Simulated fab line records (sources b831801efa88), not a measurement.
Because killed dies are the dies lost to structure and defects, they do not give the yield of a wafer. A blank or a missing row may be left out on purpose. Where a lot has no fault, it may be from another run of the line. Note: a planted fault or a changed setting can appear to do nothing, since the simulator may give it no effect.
fab line records	flow sky130
[record] lots = 12	wafers = 36	last-day = 50
route steps=708 shown METAL4@632 VIA4@641 METAL5@663 PAD_OPEN@708
lots that met no fault: taken from a fault-free run of the same line
start-h: hours from the record's opening day to when the first of the lot's shown wafers began	wait-h: time in hours since the lot's previous step	" same as the row above	L1.1+2: one row covering several wafers at once	- no value, or no start given	* or withheld: withheld	< > ~ a bound
route shown NAME@n: names a module that has steps shown in the file, with the first one's number in the route	usual: average and standard deviation across the fault-free wafers	same: alike in all rows	chamber/n: place in a boat	sites: per-site readings	_std_site: the values' standard deviation	_edge_site: the outer-site mean with the inner-site mean subtracted	radius-mm: how far each site lies from the wafer's centre	mask NAME#n: copy n	behind: the most recent tool/chamber to have shaped the wafer	hold: cause of the lot's hold/its duration in hours/its outcome	device: which transistor (n, p or np) failed to switch	end of line: tests run on the same wafers once the route is complete	a step without rows: its recipe alone	killed: dies that structure and defects cost at the first sort, which is not the same as the wafer's yield	map: a wafer's dies, marking killed ones x, the rest . and places with no die _
set.NAME: the setting the step ran with; set.NAME@STEP: the setting that earlier step ran with	model.NAME: the simulator's own value behind a step, which no gauge read
a sample of lots followed through the steps of the route, with each step as a table and each wafer as a row
services: a tool's chamber out of use, with start hour (start-h, from the record's first day; less than 0 if before it), hours out, and reason
[[steps]]
[step SKY_METAL4_ETCH_16]
[recipe] chemistry = N2/H2	target = BARC	ion-energy-ev = 200	bias-w = 100	pressure-mtorr = 30	n2-flow-sccm = 100	h2-flow-sccm = 200	icp-w = 500	stop-on = SiO2	time-s = 88.2	target-depth-a = 600
[usual] drypump-motor-current-A = 5.8/0.5	oes-product-au = 0.626/0.0043	throttle-valve-pct = 13.206/0.0085
lot.wafer	tool	chamber	start-h	wait-h	drypump-motor-current-A	oes-product-au	rf-hours-counter-h	throttle-valve-pct
L345.1	rie-metal-01	0	996.54	0.0	6.3	0.633	5	13.198
L345.2	"	1	"	"	5.2	0.631	2	13.206
L345.4	"	0	"	"	6.3	0.626	-	13.203
L346.1	rie-metal-01	1	1009.88	0.0	5.2	0.625	3	13.203
L346.4	"	0	"	"	6.3	0.621	-	13.206
L346.6	"	0	"	"	6.3	0.626	-	13.214
L348.1	rie-metal-03	1	1023.42	0.0	6.1	0.630	14	13.202
L348.4	"	0	"	"	5.4	0.624	-	13.199
L348.6	"	1	"	"	6.1	0.627	-	13.192
L350.1	rie-metal-01	1	1034.63	0.0	5.2	0.625	5	13.208
L350.4	"	1	"	"	5.2	0.623	-	13.210
L350.5	"	0	"	"	6.2	0.629	-	13.204
L353.2	rie-metal-04	0	1053.89	0.0	6.2	0.625	14	13.206
L353.4	"	0	"	"	6.2	0.620	-	13.199
L353.6	"	0	"	"	6.2	0.629	-	13.203
L360.2	rie-metal-03	0	1094.92	0.0	5.4	0.625	17	13.229
L360.4	"	1	"	"	6.1	0.625	-	13.214
L360.6	"	1	"	"	6.1	0.626	-	13.203
L361.1	rie-metal-04	1	1106.34	0.0	4.9	0.626	8	13.194
L361.4	"	0	"	"	6.2	0.632	-	13.192
L361.5	"	0	"	"	6.2	0.630	-	13.214
L362.2	rie-metal-04	0	1112.07	0.0	6.2	0.627	18	13.205
L362.3	"	1	"	"	4.9	0.624	-	13.220
L362.5	"	0	"	"	6.2	0.632	-	13.209
L363.1	rie-metal-01	0	1119.04	0.0	6.3	0.617	15	13.201
L363.4	"	1	"	"	5.2	0.623	-	13.206
L363.5	"	1	"	"	5.2	0.619	-	13.200
L364.2	rie-metal-04	0	1128.69	0.0	6.2	0.619	20	13.196
L364.4	"	0	"	"	6.2	0.629	-	13.199
L364.5	"	0	"	"	6.2	0.628	-	13.212
L366.1	rie-metal-01	0	1129.07	0.0	6.3	0.629	16	13.205
L366.4	"	0	"	"	6.3	0.626	-	13.215
L366.5	"	0	"	"	6.3	0.632	-	13.203
L365.1	rie-metal-03	1	1133.29	0.0	6.1	0.620	21	13.200
L365.2	"	0	"	"	5.4	0.632	19	13.222
L365.3	"	0	"	"	5.4	0.626	-	13.208
[step SKY_VIA4_CMP_02]
[recipe] material = SiO2	down-force-psi = 4	platen-rpm = 60	pad-velocity-m-s = 0.94248
[usual] motor-current-A = 12.1/0.63
lot.wafer	tool	chamber	start-h	wait-h	motor-current-A
L345.1	cmp-02	3	997.66	0.1	11.9
L345.4	"	1	"	"	12.6
L345.2	"	2	"	"	13.0
L346.1	cmp-01	1	1011.11	0.1	11.2
L346.4	"	2	"	"	12.8
L346.6	"	0	"	"	12.2
L348.4	cmp-01	0	1024.63	0.1	12.8
L348.1	"	1	"	"	11.3
L348.6	"	3	"	"	12.4
L350.4	cmp-01	2	1035.81	0.1	12.8
L350.1	"	3	"	"	11.5
L350.5	"	1	"	"	11.3
L353.2	cmp-01	0	1055.05	0.0	12.6
L353.4	"	1	"	"	10.8
L353.6	"	1	"	"	11.0
L360.2	cmp-02	0	1096.04	0.0	11.3
L360.4	"	2	"	"	12.9
L360.6	"	1	"	"	11.9
L361.4	cmp-02	0	1107.50	0.0	11.8
L361.1	"	1	"	"	11.7
L361.5	"	1	"	"	11.8
L362.3	cmp-01	3	1113.24	0.1	12.1
L362.2	"	0	"	"	12.4
L362.5	"	2	"	"	12.0
L363.1	cmp-01	1	1120.60	0.4	10.8
L363.4	"	2	"	"	13.1
L363.5	"	0	"	"	12.4
L364.4	cmp-01	1	1129.86	0.1	10.7
L364.2	"	2	"	"	12.7
L364.5	"	0	"	"	12.0
L366.4	cmp-02	1	1130.29	0.1	11.7
L366.1	"	2	"	"	13.5
L366.5	"	0	"	"	11.8
L365.1	cmp-01	2	1134.41	0.1	12.1
L365.3	"	3	"	"	12.5
L365.2	"	0	"	"	12.6
[step SKY_VIA4_SPUTTER_17]
[recipe] material = TiN	target-thk-nm = 20	chamber-pressure-pa = 5	power-w = 4000	time-s = 80
[usual] cathode-dc-power-W = 4000.0/0.66	throttle-valve-pct = 29.9/1.3
lot.wafer	tool	chamber	start-h	wait-h	cathode-dc-power-W	throttle-valve-pct
L345.1	pvd-sputter-03	-	1021.25	0.0	3999.8	29.0
L345.2	"	-	"	"	3998.5	29.9
L345.4	"	-	"	"	4000.5	30.0
L346.1	pvd-sputter-01	-	1034.46	0.0	4001.5	30.1
L346.4	"	-	"	"	4000.1	30.2
L346.6	"	-	"	"	3999.8	32.4
L348.1	pvd-sputter-04	-	1048.10	0.0	4000.4	30.7
L348.4	"	-	"	"	3998.8	30.1
L348.6	"	-	"	"	4000.2	29.2
L350.1	pvd-sputter-01	-	1058.25	0.0	3999.8	32.5
L350.4	"	-	"	"	3999.8	30.0
L350.5	"	-	"	"	4193.4	28.1
L353.2	pvd-sputter-01	-	1077.10	0.0	3998.8	30.0
L353.4	"	-	"	"	4193.8	28.3
L353.6	"	-	"	"	4194.9	28.4
L360.2	pvd-sputter-04	-	1117.09	0.0	3999.6	30.8
L360.4	"	-	"	"	3999.8	27.8
L360.6	"	-	"	"	4000.1	27.7
L361.1	pvd-sputter-04	-	1128.15	0.0	3999.1	29.1
L361.4	"	-	"	"	3998.8	31.0
L361.5	"	-	"	"	4000.7	30.7
L362.2	pvd-sputter-01	-	1133.82	0.0	4000.7	30.2
L362.3	"	-	"	"	3999.3	30.0
L362.5	"	-	"	"	4000.5	32.4
L363.1	pvd-sputter-01	-	1140.31	0.0	4000.8	32.4
L363.4	"	-	"	"	3999.5	28.6
L363.5	"	-	"	"	4000.5	32.3
L364.2	pvd-sputter-01	-	1149.27	0.0	4000.7	32.4
L364.4	"	-	"	"	4001.1	28.5
L364.5	"	-	"	"	3999.7	28.4
L366.1	pvd-sputter-04	-	1150.22	0.0	4000.4	31.1
L366.4	"	-	"	"	4000.8	29.7
L366.5	"	-	"	"	3999.5	30.7
L365.1	pvd-sputter-01	-	1153.59	0.0	3999.3	29.3
L365.2	"	-	"	"	4000.4	30.0
L365.3	"	-	"	"	3999.4	32.4
[step SKY_METAL5_SPUTTER_02]
[recipe] material = AlCu	target-thk-nm = 1150	power-w = 10600	time-s = 61.2	chamber-pressure-pa = 0.4
[usual] cathode-dc-power-W = 10600/1.9	throttle-valve-pct = 29.5/1.1
lot.wafer	tool	chamber	start-h	wait-h	cathode-dc-power-W	throttle-valve-pct
L345.1	pvd-sputter-03	-	1022.61	0.0	10600	30.1
L345.2	"	-	"	"	10601	30.1
L345.4	"	-	"	"	10601	30.3
L346.1	pvd-sputter-03	-	1035.20	0.0	10602	30.3
L346.4	"	-	"	"	10605	29.1
L346.6	"	-	"	"	10601	29.9
L348.1	pvd-sputter-03	-	1048.84	0.0	10597	30.0
L348.4	"	-	"	"	10600	29.0
L348.6	"	-	"	"	10597	29.0
L350.1	pvd-sputter-04	-	1058.99	0.0	10602	29.8
L350.4	"	-	"	"	10599	27.5
L350.5	"	-	"	"	10603	30.7
L353.2	pvd-sputter-02	-	1077.84	0.0	10602	27.4
L353.4	"	-	"	"	10602	31.0
L353.6	"	-	"	"	10601	30.9
L360.2	pvd-sputter-04	-	1117.83	0.0	10602	29.2
L360.4	"	-	"	"	10599	27.8
L360.6	"	-	"	"	10598	27.8
L361.1	pvd-sputter-03	-	1128.89	0.0	10603	29.1
L361.4	"	-	"	"	10602	30.2
L361.5	"	-	"	"	10598	28.7
L362.2	pvd-sputter-02	-	1134.56	0.0	10600	29.7
L362.3	"	-	"	"	10600	27.8
L362.5	"	-	"	"	10600	30.1
L363.1	pvd-sputter-04	-	1141.05	0.0	10601	27.6
L363.4	"	-	"	"	10600	29.2
L363.5	"	-	"	"	10601	30.1
L364.2	pvd-sputter-03	-	1150.01	0.0	10602	30.1
L364.4	"	-	"	"	10601	30.4
L364.5	"	-	"	"	10601	29.0
L366.1	pvd-sputter-03	-	1150.97	0.0	10599	30.1
L366.4	"	-	"	"	10600	30.0
L366.5	"	-	"	"	10600	30.0
L365.1	pvd-sputter-03	-	1154.43	0.0	10602	30.1
L365.2	"	-	"	"	10600	30.0
L365.3	"	-	"	"	10601	29.9
[step SKY_PAD_OPEN_PROBE_99]
[usual] defect-limited-yield = 82.4/1.9	killed_at_M0_to_M3 = 43/6.7	killed_at_M4_up = 3.1/1.9	killed-at-contacts = 25/5	killed-at-front-end = 15/4	killed-at-other = 0.4/0.69	killed-dies = 87/9.2	killed-on-rim = 17/3.6	killed-open = 46/7.1	killed-short = 40/6.8	sort_bin_3_pad_short = 0.9/0.48	sort_bin_5_function = 10.3/1.5	sort_bin_6_memory = 6.4/1.2	sort-n-pass = 405/9.2	sort-yield-pct = 82.4/1.9
[same] gross-dies = 492	killed-at-back-side = 0	sort_bin_4_leakage[%] = 0	sort_bin_8_speed[%] = 0
lot.wafer	tool	chamber	start-h	wait-h	defect-limited-yield[%]	killed_at_M0_to_M3	killed_at_M4_up	killed-at-contacts	killed-at-front-end	killed-at-other	killed-dies	killed-on-rim	killed-open	killed-short	sort_bin_3_pad_short[%]	sort_bin_5_function[%]	sort_bin_6_memory[%]	sort-n-pass	sort-yield-pct[%]
L345.1	prober-01	-	1092.52	0.1	81.1	44	1	24	24	0	93	18	46	47	0.6	12.0	6.3	399	81.1
L345.2	prober-01	-	1092.57	0.1	80.7	52	5	23	15	0	95	22	47	48	0.8	11.8	6.7	397	80.7
L345.4	prober-01	-	1092.67	0.2	78.3	53	9	27	17	1	107	13	46	61	1.6	13.0	7.1	385	78.3
L346.1	prober-01	-	1101.79	0.1	82.1	42	6	28	12	0	88	19	43	45	1.0	9.6	7.3	404	82.1
L346.4	prober-01	-	1101.94	0.2	82.9	36	5	24	17	2	84	20	46	38	1.0	8.3	7.7	408	82.9
L346.6	prober-01	-	1102.04	0.2	85.0	34	3	25	12	0	74	12	37	35	1.2	7.5	6.3	418	85.0
L348.1	prober-02	-	1116.12	0.1	83.3	48	1	19	14	0	82	18	41	41	1.2	10.6	4.9	410	83.3
L348.4	prober-02	-	1116.27	0.2	80.3	48	2	30	17	0	97	19	52	45	0	11.8	7.9	395	80.3
L348.6	prober-02	-	1116.37	0.2	80.5	51	2	24	19	0	96	17	48	48	1.6	13.2	4.7	396	80.5
L350.1	prober-02	-	1124.52	0.1	80.5	54	3	26	12	1	96	20	55	41	1.0	11.2	7.3	396	80.5
L350.4	prober-02	-	1124.67	0.2	82.3	38	5	27	17	0	87	17	48	39	1.0	9.8	6.9	405	82.3
L350.5	prober-02	-	1124.72	0.2	83.5	34	4	29	14	0	81	20	57	24	0.8	9.1	6.5	411	83.5
L353.2	prober-01	-	1141.37	0.1	82.5	38	9	20	19	0	86	16	47	37	0.8	10.0	6.7	406	82.5
L353.4	prober-01	-	1141.47	0.2	79.9	59	4	22	14	0	99	19	54	44	1.8	11.4	6.9	393	79.9
L353.6	prober-01	-	1141.57	0.2	82.3	43	0	29	15	0	87	18	52	34	0.6	11.0	6.1	405	82.3
L360.2	prober-01	-	1175.62	0.1	79.1	58	5	29	11	0	103	23	55	48	1.8	12.6	6.5	389	79.1
L360.4	prober-01	-	1175.72	0.2	80.1	49	5	26	17	1	98	17	39	59	1.2	12.0	6.7	394	80.1
L360.6	prober-01	-	1175.82	0.2	84.8	47	3	17	8	0	75	12	43	32	0.6	10.2	4.5	417	84.8
L361.1	prober-01	-	1183.97	0.1	83.5	38	0	32	11	0	81	18	53	26	0.4	9.1	6.9	411	83.5
L361.4	prober-01	-	1184.12	0.2	81.3	45	4	30	13	0	92	16	43	48	0.6	14.2	3.9	400	81.3
L361.5	prober-01	-	1184.17	0.2	85.0	37	1	25	10	1	74	14	45	29	1.2	8.5	5.3	418	85.0
L362.2	prober-02	-	1190.81	0.1	82.5	41	1	28	15	1	86	18	45	41	1.0	11.6	4.9	406	82.5
L362.3	prober-02	-	1190.86	0.2	84.1	43	4	23	8	0	78	12	46	32	0.6	10.6	4.7	414	84.1
L362.5	prober-02	-	1190.96	0.2	82.1	43	4	27	14	0	88	24	53	34	0.6	11.6	5.7	404	82.1
L363.1	prober-01	-	1195.83	0.1	79.5	49	3	34	14	1	101	23	52	48	0.8	12.6	7.1	391	79.5
L363.4	prober-01	-	1195.98	0.2	83.5	43	2	21	15	0	81	15	41	37	0.4	9.1	6.9	411	83.5
L363.5	prober-01	-	1196.03	0.2	82.7	45	2	26	11	1	85	22	47	38	0.6	10.8	5.9	407	82.7
L364.2	prober-02	-	1203.16	0.1	80.9	43	1	27	23	0	94	19	48	46	1.2	8.9	8.9	398	80.9
L364.4	prober-02	-	1203.26	0.2	82.9	48	1	23	12	0	84	17	53	31	0.4	8.7	7.9	408	82.9
L364.5	prober-02	-	1203.31	0.2	83.1	41	5	22	15	0	83	13	49	33	0.2	10.2	6.5	409	83.1
L366.1	prober-01	-	1204.61	0.1	79.9	51	3	31	14	0	99	18	46	53	0.8	11.4	7.9	393	79.9
L366.4	prober-01	-	1204.76	0.2	85.6	38	1	22	10	0	71	17	37	34	1.2	9.8	3.5	421	85.6
L366.5	prober-01	-	1204.81	0.2	81.5	37	2	33	18	1	91	13	47	44	1.2	10.6	6.7	401	81.5
L365.1	prober-02	-	1206.17	0.1	85.4	37	1	22	12	0	72	12	41	31	1.0	9.6	4.1	420	85.4
L365.2	prober-02	-	1206.22	0.1	83.9	37	2	28	12	0	79	10	47	32	0.2	10.6	5.3	413	83.9
L365.3	prober-02	-	1206.27	0.2	83.7	35	6	28	11	0	80	21	36	44	0.8	8.1	7.3	412	83.7
// killed by level:class
L345.1 VIA1:geometric-particle:open=9 LOCAL_INTERCONNECT:geometric-particle:short=7 VIA2:geometric-particle:open=7 VIA1:geometric-particle:short=6 LI_CONTACT:geometric-particle:open=5 FIELD_ISO:geometric-particle:short=5 POLY_GATE:geometric-particle:open=5 CONTACT:geometric-particle:open=5
L345.2 METAL1:geometric-particle:short=10 VIA1:geometric-particle:open=10 VIA3:geometric-particle:open=9 LOCAL_INTERCONNECT:geometric-particle:short=7 CONTACT:geometric-particle:open=6 METAL3:geometric-particle:short=5 CONTACT:geometric-particle:short=5 POLY_GATE:geometric-particle:open=4
L345.4 FIELD_ISO:geometric-particle:short=8 VIA1:geometric-particle:short=8 CONTACT:geometric-particle:open=7 LI_CONTACT:geometric-particle:open=7 LOCAL_INTERCONNECT:geometric-particle:short=7 VIA1:geometric-particle:open=7 VIA3:geometric-particle:open=7 METAL1:geometric-particle:short=6
L346.1 CONTACT:geometric-particle:open=10 LI_CONTACT:geometric-particle:open=9 VIA1:geometric-particle:open=8 METAL2:geometric-particle:short=7 METAL1:geometric-particle:short=6 VIA1:geometric-particle:short=5 METAL4:geometric-particle:short=5 LOCAL_INTERCONNECT:geometric-particle:short=4
L346.4 CONTACT:geometric-particle:open=10 VIA1:geometric-particle:short=7 FIELD_ISO:geometric-particle:short=6 VIA1:geometric-particle:open=6 METAL2:geometric-particle:short=6 FIELD_ISO:geometric-particle:open=5 LI_CONTACT:geometric-particle:open=5 LOCAL_INTERCONNECT:geometric-particle:short=5
L346.6 CONTACT:geometric-particle:open=10 METAL1:geometric-particle:short=7 VIA1:geometric-particle:open=7 LI_CONTACT:geometric-particle:short=5 VIA3:geometric-particle:open=5 LOCAL_INTERCONNECT:geometric-particle:short=4 POLY_GATE:geometric-particle:short=3 CONTACT:geometric-particle:short=3
L348.1 VIA2:geometric-particle:short=8 LI_CONTACT:geometric-particle:open=8 METAL1:geometric-particle:short=8 VIA2:geometric-particle:open=7 VIA3:geometric-particle:open=7 VIA1:geometric-particle:open=7 METAL2:geometric-particle:short=5 POLY_GATE:geometric-particle:short=4
L348.4 VIA1:geometric-particle:open=14 LI_CONTACT:geometric-particle:open=10 CONTACT:geometric-particle:open=9 CONTACT:geometric-particle:short=8 VIA1:geometric-particle:short=7 METAL2:geometric-particle:short=7 VIA2:geometric-particle:open=7 FIELD_ISO:geometric-particle:short=6
L348.6 VIA3:geometric-particle:open=10 METAL1:geometric-particle:short=9 VIA1:geometric-particle:open=8 CONTACT:geometric-particle:open=7 CONTACT:geometric-particle:short=7 METAL2:geometric-particle:short=7 VIA2:geometric-particle:open=6 LI_CONTACT:geometric-particle:open=5
L350.1 VIA1:geometric-particle:open=15 LI_CONTACT:geometric-particle:open=10 CONTACT:geometric-particle:open=9 VIA2:geometric-particle:open=9 VIA1:geometric-particle:short=7 METAL2:geometric-particle:short=6 VIA3:geometric-particle:open=5 POLY_GATE:geometric-particle:open=4
L350.4 VIA1:geometric-particle:open=10 FIELD_ISO:geometric-particle:short=8 CONTACT:geometric-particle:open=8 VIA2:geometric-particle:open=8 LI_CONTACT:geometric-particle:open=7 LI_CONTACT:geometric-particle:short=6 CONTACT:geometric-particle:short=6 METAL2:geometric-particle:short=6
L350.5 VIA2:geometric-particle:open=11 LI_CONTACT:geometric-particle:open=10 CONTACT:geometric-particle:open=10 VIA1:geometric-particle:open=9 POLY_GATE:geometric-particle:open=5 LI_CONTACT:geometric-particle:short=5 VIA3:geometric-particle:open=5 FIELD_ISO:geometric-particle:short=4
L353.2 VIA1:geometric-particle:open=10 VIA3:geometric-particle:open=8 CONTACT:geometric-particle:open=6 POLY_GATE:geometric-particle:short=5 VIA1:geometric-particle:short=5 METAL2:geometric-particle:short=5 FIELD_ISO:geometric-particle:short=4 POLY_GATE:geometric-particle:open=4
L353.4 VIA1:geometric-particle:open=14 VIA3:geometric-particle:open=10 METAL1:geometric-particle:short=8 LI_CONTACT:geometric-particle:open=7 CONTACT:geometric-particle:open=7 METAL2:geometric-particle:short=7 VIA3:geometric-particle:short=6 FIELD_ISO:geometric-particle:open=4
L353.6 CONTACT:geometric-particle:open=12 VIA1:geometric-particle:open=8 VIA3:geometric-particle:open=8 METAL2:geometric-particle:short=7 LI_CONTACT:geometric-particle:open=6 VIA2:geometric-particle:open=6 POLY_GATE:geometric-particle:open=5 CONTACT:geometric-particle:short=5
L360.2 CONTACT:geometric-particle:open=12 VIA1:geometric-particle:short=11 VIA1:geometric-particle:open=10 VIA3:geometric-particle:open=8 LI_CONTACT:geometric-particle:open=7 METAL2:geometric-particle:short=7 VIA2:geometric-particle:open=7 CONTACT:geometric-particle:short=6
L360.4 VIA1:geometric-particle:open=12 METAL2:geometric-particle:short=9 LI_CONTACT:geometric-particle:open=8 CONTACT:geometric-particle:open=8 FIELD_ISO:geometric-particle:short=6 POLY_GATE:geometric-particle:short=6 VIA1:geometric-particle:short=6 VIA2:geometric-particle:open=5
L360.6 VIA3:geometric-particle:open=8 VIA2:geometric-particle:open=8 VIA1:geometric-particle:open=7 METAL1:geometric-particle:short=6 CONTACT:geometric-particle:open=5 VIA1:geometric-particle:short=4 LI_CONTACT:geometric-particle:open=4 METAL2:geometric-particle:open=4
L361.1 VIA1:geometric-particle:open=13 LI_CONTACT:geometric-particle:open=12 CONTACT:geometric-particle:open=10 VIA3:geometric-particle:open=6 METAL1:geometric-particle:short=6 CONTACT:geometric-particle:short=5 VIA2:geometric-particle:open=5 FIELD_ISO:geometric-particle:short=4
L361.4 LI_CONTACT:geometric-particle:open=9 VIA1:geometric-particle:open=8 VIA3:geometric-particle:open=8 METAL2:geometric-particle:short=8 CONTACT:geometric-particle:open=7 CONTACT:geometric-particle:short=5 SPACER:geometric-particle:short=4 LOCAL_INTERCONNECT:geometric-particle:short=4
L361.5 CONTACT:geometric-particle:open=11 VIA3:geometric-particle:open=10 METAL1:geometric-particle:short=8 LI_CONTACT:geometric-particle:open=7 VIA2:geometric-particle:open=5 FIELD_ISO:geometric-particle:open=4 CONTACT:geometric-particle:short=4 METAL2:geometric-particle:short=4
L362.2 CONTACT:geometric-particle:open=12 VIA1:geometric-particle:open=10 METAL1:geometric-particle:short=8 VIA1:geometric-particle:short=7 POLY_GATE:geometric-particle:open=6 LI_CONTACT:geometric-particle:short=4 LI_CONTACT:geometric-particle:open=4 LOCAL_INTERCONNECT:geometric-particle:short=4
L362.3 VIA2:geometric-particle:open=10 VIA1:geometric-particle:open=8 LI_CONTACT:geometric-particle:open=7 VIA3:geometric-particle:open=6 CONTACT:geometric-particle:open=5 CONTACT:geometric-particle:short=5 VIA2:geometric-particle:short=5 POLY_GATE:geometric-particle:open=3
L362.5 VIA1:geometric-particle:open=11 VIA3:geometric-particle:open=10 CONTACT:geometric-particle:open=9 LI_CONTACT:geometric-particle:open=8 VIA1:geometric-particle:short=5 FIELD_ISO:geometric-particle:open=4 CONTACT:geometric-particle:short=4 VIA2:geometric-particle:open=4
L363.1 CONTACT:geometric-particle:open=12 METAL1:geometric-particle:short=11 VIA1:geometric-particle:open=11 LI_CONTACT:geometric-particle:open=10 METAL2:geometric-particle:short=9 FIELD_ISO:geometric-particle:short=5 CONTACT:geometric-particle:short=5 FIELD_ISO:geometric-particle:open=4
L363.4 VIA1:geometric-particle:open=11 CONTACT:geometric-particle:open=6 CONTACT:geometric-particle:short=6 VIA3:geometric-particle:open=6 VIA2:geometric-particle:short=5 VIA2:geometric-particle:open=5 FIELD_ISO:geometric-particle:open=4 POLY_GATE:geometric-particle:short=4
L363.5 CONTACT:geometric-particle:open=11 VIA1:geometric-particle:open=10 METAL1:geometric-particle:short=8 METAL2:geometric-particle:short=6 FIELD_ISO:geometric-particle:open=5 LOCAL_INTERCONNECT:geometric-particle:short=5 VIA1:geometric-particle:short=5 VIA3:geometric-particle:open=5
L364.2 VIA1:geometric-particle:open=11 LOCAL_INTERCONNECT:geometric-particle:short=7 CONTACT:geometric-particle:open=7 METAL2:geometric-particle:short=7 VIA2:geometric-particle:open=6 POLY_GATE:geometric-particle:open=5 LI_CONTACT:geometric-particle:open=5 CONTACT:geometric-particle:short=5
L364.4 VIA1:geometric-particle:open=17 LI_CONTACT:geometric-particle:open=8 CONTACT:geometric-particle:open=7 VIA2:geometric-particle:open=7 VIA3:geometric-particle:short=7 VIA3:geometric-particle:open=6 CONTACT:geometric-particle:short=4 VIA2:geometric-particle:short=4
L364.5 CONTACT:geometric-particle:open=9 VIA1:geometric-particle:open=8 VIA3:geometric-particle:open=7 VIA1:geometric-particle:short=6 FIELD_ISO:geometric-particle:open=5 LI_CONTACT:geometric-particle:open=5 METAL2:geometric-particle:short=5 SPACER:geometric-particle:open=4
L366.1 VIA1:geometric-particle:open=14 METAL1:geometric-particle:short=12 CONTACT:geometric-particle:open=10 LI_CONTACT:geometric-particle:open=7 LOCAL_INTERCONNECT:geometric-particle:short=6 CONTACT:geometric-particle:short=5 VIA3:geometric-particle:short=5 VIA1:geometric-particle:short=4
L366.4 METAL1:geometric-particle:short=9 VIA2:geometric-particle:open=5 LI_CONTACT:geometric-particle:short=5 CONTACT:geometric-particle:open=5 VIA1:geometric-particle:open=5 LI_CONTACT:geometric-particle:open=4 CONTACT:geometric-particle:short=4 VIA3:geometric-particle:open=4
L366.5 CONTACT:geometric-particle:open=9 CONTACT:geometric-particle:short=9 VIA1:geometric-particle:open=7 LI_CONTACT:geometric-particle:open=7 POLY_GATE:geometric-particle:open=5 VIA2:geometric-particle:open=5 VIA3:geometric-particle:short=5 FIELD_ISO:geometric-particle:open=4
L365.1 CONTACT:geometric-particle:open=10 VIA2:geometric-particle:open=8 METAL2:geometric-particle:short=8 VIA1:geometric-particle:open=6 LI_CONTACT:geometric-particle:open=5 FIELD_ISO:geometric-particle:open=4 FIELD_ISO:geometric-particle:short=3 POLY_GATE:geometric-particle:open=3
L365.2 CONTACT:geometric-particle:open=11 LI_CONTACT:geometric-particle:open=8 VIA2:geometric-particle:open=8 VIA3:geometric-particle:open=5 METAL1:geometric-particle:short=4 VIA1:geometric-particle:open=4 FIELD_ISO:geometric-particle:short=3 POLY_GATE:geometric-particle:short=3
L365.3 CONTACT:geometric-particle:open=10 METAL1:geometric-particle:short=7 VIA1:geometric-particle:open=7 METAL2:geometric-particle:short=7 LI_CONTACT:geometric-particle:open=6 LI_CONTACT:geometric-particle:short=5 LOCAL_INTERCONNECT:geometric-particle:short=4 VIA2:geometric-particle:short=4
[[services]]
tool	chamber	start-h	hours	kind
cmp-01	-	974.83	1.9	repair
rie-metal-01	1	985.62	5.7	repair
pvd-sputter-02	-	1007.90	8.5	repair
cmp-01	-	1011.31	9.1	pm
cmp-02	-	1015.32	3.3	repair
cmp-02	-	1064.12	0.5	repair
cmp-01	-	1080.93	1.0	repair
cmp-01	-	1084.00	4.0	pm
cmp-01	-	1088.00	-	consumable-replace:conditioner
cmp-01	-	1088.00	-	consumable-replace:pad
pvd-sputter-03	-	1109.79	8.8	repair
rie-metal-03	-	1110.14	14.6	pm
cmp-02	-	1120.78	1.5	repair
cmp-02	-	1144.69	2.4	repair
[[key]]
[first-sign] step = SKY_VIA4_SPUTTER_17	reading = cathode-dc-power-W	direction = up	sigmas = 99+	usual = 4000.0	struck = 4194.0
effect none on later readings
met-at SKY_VIA4_SPUTTER_17
struck-lots L350,L353
struck-wafers L350.5,L353.4,L353.6
not-acting-at SKY_METAL4_ETCH_16,SKY_VIA4_CMP_02,SKY_METAL5_SPUTTER_02
[fault] kind = process-parameter-drift	tool = pvd-sputter-01	chamber = -	onset-h = 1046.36	steps = SKY_VIA4_SPUTTER_17	channel = power-w	offset = *	shape = step	end-h = 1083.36	acts-in = *	stated = *	scope = struck-wafers-only
